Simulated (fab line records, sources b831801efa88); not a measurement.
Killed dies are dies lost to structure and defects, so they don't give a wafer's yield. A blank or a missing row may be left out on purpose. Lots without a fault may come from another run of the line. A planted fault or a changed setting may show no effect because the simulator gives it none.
Which tool did it? | flow gf180mcu | 14 lots, 42 wafers sampled, at 1 step of a route of 602

WHAT THE GAUGES READ, wafer by wafer
GF_STI_THK_MEAS_02. Usual: STI_OXIDATION_THK 10.00 nm, standard deviation 0.17.
lot  | measured    | on            | STI_OXIDATION_THK (nm) | flag
L114 | day 1 22:20 | film_metro-04 | 10.08 9.99 10.13       |
L115 | day 2 05:11 | film_metro-03 | 9.53 9.77 9.77         |
L116 | day 2 10:43 | film_metro-03 | 10.19 10.02 10.08      |
L119 | day 2 22:46 | film_metro-04 | 9.84 9.91 10.06        |
L120 | day 3 04:48 | film_metro-03 | 9.88 9.77 9.87         |
L121 | day 3 13:04 | film_metro-02 | 10.16 10.13 10.02      |
L126 | day 4 09:43 | film_metro-03 | 10.03 10.04 10.10      |
L127 | day 4 15:50 | film_metro-04 | 10.03 10.16 9.92       |
L128 | day 4 19:31 | film_metro-02 | 10.12 10.15 9.95       |
L129 | day 5 01:46 | film_metro-04 | 10.12 10.12 9.94       |
L130 | day 5 05:31 | film_metro-02 | 9.82 9.90 9.78         |
L132 | day 5 18:02 | film_metro-03 | 10.05 9.96 10.12       |
L134 | day 6 01:47 | film_metro-04 | 9.79 10.08 10.05       |
L135 | day 6 07:14 | film_metro-02 | 9.99 9.82 9.98         |

WHICH TOOL RAN EACH LOT (tool, then ch and the chambers of the sampled wafers, then the start)
The record holds no process step before these readings.

WHAT THE TOOLS THEMSELVES READ (means of the sampled wafers that have a number; where no wafer has one, the mark that the record gives instead)
The record holds no such reading with a usual standard deviation.

THE ANSWER, worked out from the rows above alone
Rule: a lot is off if the mean of its wafers that have a number lies more than 3 standard deviations from the usual mean. A lot without any number at a reading at which 4 lots or more have one is off too. The other lots that the step has rows for count as sound. The gauges are gone through in route order, then the tools' own readings, and for those a lot's mean is taken as printed above. The first step at which some lot is off is used, and at that step the reading that is off furthest; a lot without a number counts as furthest.
No lot is off at any reading shown: from this, nothing can be told.

WHAT THE SIMULATOR HAD PUT IN
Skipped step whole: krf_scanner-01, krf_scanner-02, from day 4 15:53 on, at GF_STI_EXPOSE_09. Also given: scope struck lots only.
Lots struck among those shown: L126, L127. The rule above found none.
